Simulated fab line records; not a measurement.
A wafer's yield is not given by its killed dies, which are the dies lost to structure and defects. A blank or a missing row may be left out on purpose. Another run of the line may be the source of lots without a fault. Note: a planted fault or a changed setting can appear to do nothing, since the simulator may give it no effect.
fab line records -- flow sky130
[record] lots = 6, wafers = 18, last-day = 50
route steps=708 shown METAL3@561 VIA3@573 PAD_OPEN@708
lots with no fault: from the same line, run without faults
start-h: start of the lot's first displayed wafer, in hours after the record's first day -- wait-h: hours from the lot's prior step to this one -- " repeats the value in the row above -- L1.1+2: several wafers, shown together as one row -- - no value present, or no start provided -- * or withheld: withheld -- < > ~ a bound
route shown NAME@n: NAME is a module with steps in the file, n the number in the route of the first one -- usual: the fault-free wafers' mean and standard deviation -- same: alike in all rows -- chamber/n: place in a boat -- sites: the reading at each site -- _std_site: the standard deviation of these -- _edge_site: outer sites' mean less inner sites' -- radius-mm: how far each site lies from the wafer's centre -- mask NAME#n: copy n -- behind: the most recent tool/chamber to have shaped the wafer -- hold: why the lot was held/for how many hours/how that ended -- device: names the non-switching transistor (n, p or np) -- end of line: tests run on the same wafers once the route is complete -- for a step that has no rows: nothing shown but its recipe -- killed: count of dies lost to structure and defects at first sort (not the wafer's yield) -- map: a wafer's dies, marking killed ones x, the rest . and places with no die _
set.NAME: setting as actually run; set.NAME@STEP: the setting as run at that earlier step -- model.NAME: the simulator's own value behind a step, which no gauge read
a table for each step, a row for each wafer; lots at some steps of the route
services: when a tool's chamber went out of use (start-h, in hours from the record's first day, below 0 if earlier), for how many hours, and the reason
[[steps]]
[step SKY_METAL3_PEB_11]
[recipe] peb-temp-c = withheld, peb-time-s = withheld, resist = KrF-thick
[step SKY_METAL3_DEVELOP_12]
[recipe] develop-time-s = 60, resist = KrF-thick, dev-temp-c = 21
[step SKY_METAL3_CD_MEAS_13]
[recipe] target-cd-nm = 300
[usual] cd-nm = 299.8/1.3
lot.wafer,tool,chamber,start-h,wait-h,cd-nm
L629.1,cd-sem-01,-,911.68,-,299.0
L629.2,cd-sem-01,-,911.68,-,300.7
L629.3,cd-sem-01,-,911.68,-,299.4
L632.1,cd-sem-02,-,938.78,-,300.0
L632.2,cd-sem-02,-,938.78,-,302.1
L632.5,cd-sem-02,-,938.78,-,301.0
L639.2,cd-sem-02,-,980.91,-,299.7
L639.3,cd-sem-02,-,980.91,-,299.8
L639.6,cd-sem-02,-,980.91,-,299.6
L649.2,cd-sem-02,-,1061.33,-,299.8
L649.4,cd-sem-02,-,1061.33,-,299.6
L649.5,cd-sem-02,-,1061.33,-,299.6
L650.1,cd-sem-02,-,1067.13,-,299.1
L650.4,cd-sem-02,-,1067.13,-,298.6
L650.5,cd-sem-02,-,1067.13,-,298.7
L651.3,cd-sem-02,-,1075.55,-,298.9
L651.5,cd-sem-02,-,1075.55,-,298.9
L651.6,cd-sem-02,-,1075.55,-,299.1
[step SKY_METAL3_OVL_MEAS_14]
[usual] METAL3_OVL = 4/5.4
lot.wafer,tool,chamber,start-h,wait-h,METAL3_OVL[nm]
L629.1,overlay-01,-,911.80,0.1,4
L629.2,overlay-01,-,911.80,0.1,0
L629.3,overlay-01,-,911.80,0.1,2
L632.1,overlay-01,-,938.90,0.1,3
L632.2,overlay-01,-,938.90,0.1,0
L632.5,overlay-01,-,938.90,0.1,3
L639.2,overlay-01,-,981.02,0.1,8
L639.3,overlay-01,-,981.02,0.1,2
L639.6,overlay-01,-,981.02,0.1,6
L649.2,overlay-02,-,1061.43,0.1,4
L649.4,overlay-02,-,1061.43,0.1,-1
L649.5,overlay-02,-,1061.43,0.1,-4
L650.1,overlay-02,-,1067.25,0.1,-1
L650.4,overlay-02,-,1067.25,0.1,0
L650.5,overlay-02,-,1067.25,0.1,2
L651.3,overlay-02,-,1075.64,0.1,1
L651.5,overlay-02,-,1075.64,0.1,0
L651.6,overlay-02,-,1075.64,0.1,7
[step SKY_METAL3_DESCUM_15]
[recipe] chemistry = O2, source-power-w = 150, bias-power-w = 0, pressure-mtorr = 10, temp-c = 40, time-s = 8
[usual] drypump-motor-current-A = 5.59/0.26, oes-product-au = 1.006/0.011
lot.wafer,tool,chamber,start-h,wait-h,drypump-motor-current-A,oes-product-au,rf-hours-counter-h
L629.1,rie-metal-02,0,911.84,0.0,5.48,0.999,16
L629.2,rie-metal-02,1,911.84,0.0,5.51,1.012,9
L629.3,rie-metal-02,1,911.84,0.0,5.49,1.011,-
L632.1,rie-metal-03,0,938.94,0.0,5.67,0.994,19
L632.2,rie-metal-03,1,938.94,0.0,5.80,0.992,1
L632.5,rie-metal-03,0,938.94,0.0,5.68,0.992,-
L639.2,rie-metal-01,1,981.05,0.0,5.12,1.010,14
L639.3,rie-metal-01,0,981.05,0.0,6.04,1.017,-
L639.6,rie-metal-01,1,981.05,0.0,5.12,1.006,-
L649.2,rie-metal-02,0,1061.46,0.0,5.47,0.987,3
L649.4,rie-metal-02,0,1061.46,0.0,5.46,0.996,-
L649.5,rie-metal-02,1,1061.46,0.0,5.48,0.998,-
L650.1,rie-metal-01,0,1067.29,0.0,6.00,1.014,16
L650.4,rie-metal-01,1,1067.29,0.0,5.11,1.002,-
L650.5,rie-metal-01,1,1067.29,0.0,5.09,0.998,-
L651.3,rie-metal-02,0,1075.67,0.0,5.48,1.010,-
L651.5,rie-metal-02,1,1075.67,0.0,5.49,1.008,-
L651.6,rie-metal-02,0,1075.67,0.0,5.47,1.005,-
[step SKY_METAL3_ETCH_16]
[recipe] chemistry = N2/H2, target = BARC, ion-energy-ev = 200, bias-w = 100, pressure-mtorr = 30, n2-flow-sccm = 100, h2-flow-sccm = 200, icp-w = 500, stop-on = SiO2, time-s = 88.2, target-depth-a = 600
[usual] drypump-motor-current-A = 5.60/0.26, oes-product-au = 0.626/0.0044, throttle-valve-pct = 13.205/0.0095
lot.wafer,tool,chamber,start-h,wait-h,drypump-motor-current-A,oes-product-au,rf-hours-counter-h,throttle-valve-pct
L629.1,rie-metal-02,0,911.87,0.0,5.47,0.627,16,13.216
L629.2,rie-metal-02,1,911.87,0.0,5.50,0.623,9,13.197
L629.3,rie-metal-02,1,911.87,0.0,5.50,0.626,-,13.218
L632.1,rie-metal-03,0,938.97,0.0,5.66,0.623,19,13.193
L632.2,rie-metal-03,1,938.97,0.0,5.81,0.629,1,13.195
L632.5,rie-metal-03,0,938.97,0.0,5.69,0.624,-,13.199
L639.2,rie-metal-01,1,981.08,0.0,5.14,0.626,14,13.213
L639.3,rie-metal-01,0,981.08,0.0,6.00,0.631,-,13.219
L639.6,rie-metal-01,1,981.08,0.0,5.12,0.629,-,13.211
L649.2,rie-metal-02,0,1061.49,0.0,5.47,0.621,3,13.217
L649.4,rie-metal-02,0,1061.49,0.0,5.47,0.621,-,13.200
L649.5,rie-metal-02,1,1061.49,0.0,5.53,0.627,-,13.203
L650.1,rie-metal-01,0,1067.32,0.0,6.05,0.620,16,13.203
L650.4,rie-metal-01,1,1067.32,0.0,5.12,0.627,-,13.205
L650.5,rie-metal-01,1,1067.32,0.0,5.10,0.632,-,13.194
L651.3,rie-metal-02,0,1075.73,0.0,5.46,0.634,-,13.199
L651.5,rie-metal-02,1,1075.73,0.0,5.50,0.624,-,13.185
L651.6,rie-metal-02,0,1075.73,0.0,5.45,0.631,-,13.203
[step SKY_METAL3_ETCH_17]
[recipe] target = SiO2, stop-on = TiN, chemistry = C4F8/O2/Ar, source-w = 1500, bias-w = 1200, pressure-mtorr = 40, c4f8-flow-sccm = withheld, O2_flow_sccm = 6, Ar_flow_sccm = 300, time-s = 3.9, target-depth-a = 150
[usual] oes-product-au = 0.756/0.0072
lot.wafer,tool,chamber,start-h,wait-h,oes-product-au,rf-hours-counter-h
L629.1,rie-diel-03,2,911.97,0.1,0.742,1
L629.2,rie-diel-03,0,911.97,0.1,0.752,7
L629.3,rie-diel-03,1,911.97,0.1,0.751,2
L632.1,rie-diel-03,2,939.07,0.1,0.754,1
L632.2,rie-diel-03,0,939.07,0.1,0.753,7
L632.5,rie-diel-03,1,939.07,0.1,0.768,-
L639.2,rie-diel-03,2,981.18,0.1,0.747,2
L639.3,rie-diel-03,3,981.18,0.1,0.752,17
L639.6,rie-diel-03,1,981.18,0.1,0.767,-
L649.2,rie-diel-01,0,1061.59,0.1,0.758,14
L649.4,rie-diel-01,1,1061.59,0.1,0.761,9
L649.5,rie-diel-01,2,1061.59,0.1,0.765,-
L650.1,rie-diel-03,2,1067.42,0.1,0.762,5
L650.4,rie-diel-03,1,1067.42,0.1,0.770,-
L650.5,rie-diel-03,2,1067.42,0.1,0.755,-
L651.3,rie-diel-01,3,1075.79,0.0,0.755,23
L651.5,rie-diel-01,1,1075.79,0.0,0.764,-
L651.6,rie-diel-01,2,1075.79,0.0,0.766,-
[step SKY_METAL3_METAL_ETCH_18]
[recipe] target-depth-a = 8450, stop-on = SiO2, over-etch-frac = 0.3, time-s = 183.1, chemistry = Cl2/BCl3, resist-sidewall-deg = 88, pressure-mtorr = 10, icp-w = 900, bias-w = 48.5, Cl2_flow_sccm = 60, bcl3-flow-sccm = 30
[step SKY_METAL3_STRIP_19]
[recipe] chemistry = O2/N2, power-w = 1400, pressure-mtorr = 1500, platen-temp-c = withheld, o2-flow-sccm = 3000, n2-flow-sccm = 300, overash-fraction = 0.5
[usual] drypump-motor-current-A = 5.86/0.25, oes-product-au = 0.500/0.005, strip-time-to-endpoint-s = 6.48/0.077
[same] overash-fraction = 0.5
lot.wafer,tool,chamber,start-h,wait-h,drypump-motor-current-A,oes-product-au,rf-hours-counter-h,strip-time-to-endpoint-s
L629.1,plasma-asher-01,0,912.16,0.1,5.61,0.501,104,6.46
L629.2,plasma-asher-01,1,912.16,0.1,5.87,0.486,104,6.39
L629.3,plasma-asher-01,0,912.16,0.1,5.59,0.496,-,6.45
L632.1,plasma-asher-02,1,939.26,0.1,6.25,0.504,19,6.47
L632.2,plasma-asher-02,0,939.26,0.1,5.89,0.501,19,6.44
L632.5,plasma-asher-02,0,939.26,0.1,5.87,0.500,-,6.49
L639.2,plasma-asher-01,1,981.37,0.1,5.86,0.500,111,6.50
L639.3,plasma-asher-01,1,981.37,0.1,5.86,0.499,-,6.64
L639.6,plasma-asher-01,1,981.37,0.1,5.86,0.497,-,6.50
L649.2,plasma-asher-02,1,1061.79,0.1,6.29,0.497,31,6.52
L649.4,plasma-asher-02,1,1061.79,0.1,6.25,0.496,-,6.59
L649.5,plasma-asher-02,1,1061.79,0.1,6.25,0.500,-,6.44
L650.1,plasma-asher-04,0,1067.61,0.1,5.58,0.503,95,6.57
L650.4,plasma-asher-04,0,1067.61,0.1,5.56,0.504,-,6.57
L650.5,plasma-asher-04,0,1067.61,0.1,5.59,0.500,-,6.52
L651.3,plasma-asher-04,1,1076.02,0.1,6.08,0.503,-,6.52
L651.5,plasma-asher-04,0,1076.02,0.1,5.56,0.501,-,6.47
L651.6,plasma-asher-04,1,1076.02,0.1,6.10,0.502,-,6.52
[step SKY_METAL3_STRIP_20]
[recipe] chemistry = post-etch-residue-remover, time-s = 1200, temp-c = 72.5
[step SKY_METAL3_CLEAN_21]
[recipe] chemistry = IPA, time-s = 180, temp-c = 25
[step SKY_METAL3_CLEAN_22]
[recipe] chemistry = O3/DIW, dry = n2-spin
[step SKY_VIA3_HDPCVD_00]
[recipe] material = SiO2, target-thk-nm = 1635, sigma-open-frac = 0.3, time-s = 272.5, temp-c = 400, sih4-flow-sccm = 60, pressure-mtorr = 6
[usual] pressure-mtorr = 6.000/0.012
lot.wafer,tool,chamber,start-h,wait-h,pressure-mtorr
L629.1,hdpcvd-02,1,912.76,0.0,6.003
L629.2,hdpcvd-02,2,912.76,0.0,6.018
L629.3,hdpcvd-02,0,912.76,0.0,6.012
L632.1,hdpcvd-02,2,939.90,0.0,5.989
L632.2,hdpcvd-02,1,939.90,0.0,6.006
L632.5,hdpcvd-02,0,939.90,0.0,5.995
L632.1,hdpcvd-02,2,940.23,0.3,6.007
L632.2,hdpcvd-02,1,940.23,0.3,6.005
L632.5,hdpcvd-02,0,940.23,0.3,5.999
L639.2,hdpcvd-02,1,981.97,0.0,6.009
L639.3,hdpcvd-02,0,981.97,0.0,5.998
L639.6,hdpcvd-02,1,981.97,0.0,6.005
L639.2,hdpcvd-02,1,982.30,0.3,5.992
L639.3,hdpcvd-02,0,982.30,0.3,6.003
L639.6,hdpcvd-02,1,982.30,0.3,6.008
L649.2,hdpcvd-01,2,1062.42,0.0,6.003
L649.4,hdpcvd-01,2,1062.42,0.0,6.009
L649.5,hdpcvd-01,1,1062.42,0.0,5.989
L650.1,hdpcvd-02,1,1068.29,0.0,5.995
L650.4,hdpcvd-02,0,1068.29,0.0,6.009
L650.5,hdpcvd-02,2,1068.29,0.0,5.987
L651.3,hdpcvd-02,0,1076.58,0.0,6.020
L651.5,hdpcvd-02,0,1076.58,0.0,6.003
L651.6,hdpcvd-02,2,1076.58,0.0,6.013
[step SKY_VIA3_THK_MEAS_01]
[recipe] reads = SiO2_of_VIA3_HDPCVD_00
[usual] VIA3_HDPCVD_THK = 1630/23
lot.wafer,tool,chamber,start-h,wait-h,VIA3_HDPCVD_THK[nm]
L629.1,film-metro-02,-,912.92,0.1,1629
L629.2,film-metro-02,-,912.92,0.1,1656
L629.3,film-metro-02,-,912.92,0.1,1633
L632.1,film-metro-04,-,940.40,0.1,3315
L632.2,film-metro-04,-,940.40,0.1,3234
L632.5,film-metro-04,-,940.40,0.1,3227
L639.2,film-metro-03,-,982.48,0.1,3208
L639.3,film-metro-03,-,982.48,0.1,3195
L639.6,film-metro-03,-,982.48,0.1,3218
L649.2,film-metro-02,-,1062.60,0.1,1641
L649.4,film-metro-02,-,1062.60,0.1,1625
L649.5,film-metro-02,-,1062.60,0.1,1618
L650.1,film-metro-02,-,1068.46,0.1,1615
L650.4,film-metro-02,-,1068.46,0.1,1602
L650.5,film-metro-02,-,1068.46,0.1,1624
L651.3,film-metro-04,-,1076.77,0.1,1619
L651.5,film-metro-04,-,1076.77,0.1,1625
L651.6,film-metro-04,-,1076.77,0.1,1645
[step SKY_VIA3_CMP_02]
[recipe] material = SiO2, down-force-psi = 4, platen-rpm = 60, pad-velocity-m-s = 0.94248
[usual] motor-current-A = 11.7/1.2
lot.wafer,tool,chamber,start-h,wait-h,motor-current-A
L629.3,cmp-01,0,912.98,0.0,11.2
L629.1,cmp-01,1,912.98,0.0,12.6
L629.2,cmp-01,2,912.98,0.0,10.6
L632.2,cmp-01,3,940.46,0.0,13.2
L632.1,cmp-01,0,940.46,0.0,10.2
L632.5,cmp-01,0,940.46,0.0,11.0
L639.3,cmp-02,2,982.63,0.1,13.3
L639.2,cmp-02,3,982.63,0.1,12.1
L639.6,cmp-02,0,982.63,0.1,10.5
L649.4,cmp-01,1,1062.70,0.1,12.1
L649.2,cmp-01,2,1062.70,0.1,10.3
L649.5,cmp-01,1,1062.70,0.1,11.9
L650.1,cmp-02,3,1068.62,0.1,12.0
L650.4,cmp-02,0,1068.62,0.1,10.1
L650.5,cmp-02,1,1068.62,0.1,11.9
L651.3,cmp-01,2,1076.96,0.2,10.3
L651.6,cmp-01,3,1076.96,0.2,13.8
L651.5,cmp-01,0,1076.96,0.2,9.9
[step SKY_PAD_OPEN_PROBE_99]
[usual] defect-limited-yield = 82.8/2, killed_at_M0_to_M3 = 43/6.4, killed_at_M4_up = 3.1/2, killed-at-contacts = 24/5.2, killed-at-front-end = 15/4.3, killed-at-other = 0.2/0.48, killed-dies = 85/9.7, killed-open = 47/6.9, killed-short = 38/6.7, sort_bin_3_pad_short = 0.9/0.48, sort_bin_5_function = 10.3/1.6, sort_bin_6_memory = 6.1/0.97, sort-n-pass = 407/9.7, sort-yield-pct = 82.8/2
[same] gross-dies = 492, killed-at-back-side = 0, sort_bin_4_leakage[%] = 0, sort_bin_8_speed[%] = 0
lot.wafer,tool,chamber,start-h,wait-h,defect-limited-yield[%],killed_at_M0_to_M3,killed_at_M4_up,killed-at-contacts,killed-at-front-end,killed-at-other,killed-dies,killed-open,killed-short,sort_bin_3_pad_short[%],sort_bin_5_function[%],sort_bin_6_memory[%],sort-n-pass,sort-yield-pct[%]
L629.1,prober-01,-,1088.42,0.1,82.3,45,5,25,12,0,87,47,40,1.8,10.8,5.1,405,82.3
L629.2,prober-01,-,1088.47,0.1,82.1,57,3,15,13,0,88,45,43,1.2,8.9,7.7,404,82.1
L629.3,prober-01,-,1088.52,0.2,79.1,54,2,26,20,1,103,50,53,1.6,12.0,7.3,389,79.1
L632.1,prober-02,-,1110.15,0.1,81.7,42,1,27,20,0,90,49,41,2.0,11.2,5.1,402,81.7
L632.2,prober-02,-,1110.20,0.1,85.4,34,3,23,12,0,72,42,30,0.6,9.3,4.7,420,85.4
L632.5,prober-02,-,1110.35,0.2,81.5,46,3,26,16,0,91,49,42,0.4,9.1,8.9,401,81.5
L639.2,prober-01,-,1144.30,0.1,85.6,42,4,15,10,0,71,36,35,0.8,7.1,6.5,421,85.6
L639.3,prober-01,-,1144.35,0.2,80.9,49,4,27,14,0,94,45,49,1.0,11.0,7.1,398,80.9
L639.6,prober-01,-,1144.50,0.2,86.4,31,5,21,10,0,67,36,31,0.6,8.1,4.9,425,86.4
L649.2,prober-01,-,1204.58,0.1,87.0,33,2,18,11,0,64,38,26,1.2,7.1,4.7,428,87.0
L649.4,prober-01,-,1204.68,0.2,81.3,46,5,21,20,0,92,49,43,1.0,11.2,6.5,400,81.3
L649.5,prober-01,-,1204.73,0.2,85.6,36,4,24,7,0,71,40,31,1.2,9.1,4.1,421,85.6
L651.3,prober-02,-,1211.66,0.2,84.1,35,2,26,15,0,78,46,32,0.6,8.5,6.7,414,84.1
L651.5,prober-02,-,1211.76,0.2,83.1,39,3,27,14,0,83,47,36,0.6,11.0,5.3,409,83.1
L651.6,prober-02,-,1211.81,0.2,85.2,37,1,18,17,0,73,45,28,0.6,8.5,5.7,419,85.2
// killed by level:class
L629.1 VIA1:geometric-particle:open=11 CONTACT:geometric-particle:open=11 VIA2:geometric-particle:short=9 LI_CONTACT:geometric-particle:open=8 VIA3:geometric-particle:open=8 METAL2:geometric-particle:short=6 POLY_GATE:geometric-particle:short=4 FIELD_ISO:geometric-particle:short=3
L629.2 VIA1:geometric-particle:open=10 VIA2:geometric-particle:open=9 METAL2:geometric-particle:short=9 CONTACT:geometric-particle:open=6 VIA3:geometric-particle:open=6 VIA1:geometric-particle:short=5 VIA2:geometric-particle:short=5 VIA3:geometric-particle:short=5
L629.3 VIA1:geometric-particle:open=12 CONTACT:geometric-particle:open=8 VIA2:geometric-particle:open=8 POLY_GATE:geometric-particle:short=7 CONTACT:geometric-particle:short=7 METAL1:geometric-particle:short=7 VIA2:geometric-particle:short=6 POLY_GATE:geometric-particle:open=5
L632.1 VIA1:geometric-particle:open=9 CONTACT:geometric-particle:open=8 VIA3:geometric-particle:open=8 POLY_GATE:geometric-particle:open=6 LI_CONTACT:geometric-particle:short=6 CONTACT:geometric-particle:short=6 LI_CONTACT:geometric-particle:open=5 VIA2:geometric-particle:open=5
L632.2 VIA1:geometric-particle:open=11 CONTACT:geometric-particle:open=10 VIA1:geometric-particle:short=5 FIELD_ISO:geometric-particle:open=4 FIELD_ISO:geometric-particle:short=4 LI_CONTACT:geometric-particle:open=4 LOCAL_INTERCONNECT:geometric-particle:short=3 CONTACT:geometric-particle:short=3
L632.5 VIA2:geometric-particle:open=10 CONTACT:geometric-particle:open=10 LI_CONTACT:geometric-particle:open=8 VIA1:geometric-particle:open=7 VIA3:geometric-particle:open=6 VIA3:geometric-particle:short=5 POLY_GATE:geometric-particle:short=5 VIA1:geometric-particle:short=5
L639.2 VIA1:geometric-particle:open=11 METAL2:geometric-particle:short=9 VIA1:geometric-particle:short=7 LI_CONTACT:geometric-particle:open=5 CONTACT:geometric-particle:open=5 POLY_GATE:geometric-particle:short=3 VIA2:geometric-particle:open=3 VIA3:geometric-particle:open=3
L639.3 VIA1:geometric-particle:open=16 LI_CONTACT:geometric-particle:open=7 LI_CONTACT:geometric-particle:short=6 CONTACT:geometric-particle:open=6 VIA1:geometric-particle:short=6 VIA2:geometric-particle:open=6 POLY_GATE:geometric-particle:short=5 LOCAL_INTERCONNECT:geometric-particle:short=5
L639.6 LI_CONTACT:geometric-particle:open=10 VIA1:geometric-particle:open=9 CONTACT:geometric-particle:short=6 METAL2:geometric-particle:short=5 METAL4:geometric-particle:short=5 FIELD_ISO:geometric-particle:short=4 FIELD_ISO:geometric-particle:open=4 CONTACT:geometric-particle:open=4
L649.2 CONTACT:geometric-particle:open=9 VIA1:geometric-particle:short=7 VIA1:geometric-particle:open=7 POLY_GATE:geometric-particle:open=4 LI_CONTACT:geometric-particle:open=4 VIA3:geometric-particle:short=4 VIA3:geometric-particle:open=4 METAL2:geometric-particle:short=3
L649.4 VIA1:geometric-particle:open=13 VIA3:geometric-particle:open=11 CONTACT:geometric-particle:open=7 POLY_GATE:geometric-particle:short=5 METAL4:geometric-particle:short=4 VIA3:geometric-particle:short=4 LI_CONTACT:geometric-particle:open=4 VIA1:geometric-particle:short=4
L649.5 CONTACT:geometric-particle:open=7 VIA1:geometric-particle:open=7 VIA3:geometric-particle:open=7 POLY_GATE:geometric-particle:open=6 VIA2:geometric-particle:open=6 LI_CONTACT:geometric-particle:open=5 LOCAL_INTERCONNECT:geometric-particle:short=5 CONTACT:geometric-particle:short=4
L651.3 LI_CONTACT:geometric-particle:open=9 VIA1:geometric-particle:open=8 CONTACT:geometric-particle:open=7 FIELD_ISO:geometric-particle:open=6 FIELD_ISO:geometric-particle:short=5 CONTACT:geometric-particle:short=5 METAL1:geometric-particle:open=4 VIA2:geometric-particle:open=4
L651.5 VIA2:geometric-particle:open=13 VIA1:geometric-particle:open=10 LI_CONTACT:geometric-particle:open=7 CONTACT:geometric-particle:open=6 LOCAL_INTERCONNECT:geometric-particle:short=5 CONTACT:geometric-particle:short=5 VIA1:geometric-particle:short=5 LI_CONTACT:geometric-particle:short=4
L651.6 VIA1:geometric-particle:open=12 CONTACT:geometric-particle:open=10 VIA3:geometric-particle:open=6 FIELD_ISO:geometric-particle:open=5 VIA2:geometric-particle:open=5 FIELD_ISO:geometric-particle:short=4 LOCAL_INTERCONNECT:geometric-particle:short=4 METAL3:geometric-particle:short=3
[[services]]
tool,chamber,start-h,hours,kind
plasma-asher-02,-,894.69,10.6,repair
cmp-01,-,901.02,0.4,repair
cmp-01,-,911.82,1.1,repair
cmp-02,-,912.41,4.0,pm
cmp-01,-,916.41,6.4,pm
hdpcvd-01,-,950.25,15.0,pm
rie-diel-01,3,961.16,3.8,repair
hdpcvd-02,-,978.59,0.5,repair
cmp-01,-,981.64,1.1,repair
rie-metal-02,-,997.21,1.5,repair
rie-diel-03,2,1004.32,1.4,repair
rie-metal-02,0,1005.76,-,clean
rie-metal-02,0,1005.76,14.4,scheduled-down
cmp-02,-,1006.37,0.3,repair
rie-metal-03,-,1008.56,14.6,pm
cmp-02,-,1010.78,0.5,repair
rie-diel-03,0,1011.33,5.5,repair
rie-metal-01,-,1012.74,2.8,pm
rie-diel-01,-,1014.01,15.6,pm
rie-diel-03,-,1018.14,0.6,repair
rie-metal-03,-,1044.14,2.8,pm
hdpcvd-01,-,1046.98,2.8,pm
plasma-asher-01,-,1055.25,9.0,pm
rie-diel-03,0,1062.34,5.9,repair
[[key]]
[first-sign] step = SKY_VIA3_HDPCVD_00, reading = visit, direction = added
[effect] step = SKY_VIA3_THK_MEAS_01, reading = VIA3_HDPCVD_THK, direction = up, sigmas = 71, usual = 1630, struck = 3233
met-at SKY_VIA3_HDPCVD_00
struck-wafers L632.1,L632.2,L632.5,L639.2,L639.3,L639.6
[fault] kind = repeated-step-whole, tool = hdpcvd-01,hdpcvd-02, chamber = -, onset-h = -, steps = SKY_VIA3_HDPCVD_00, times = 1, scope = struck-lots-only
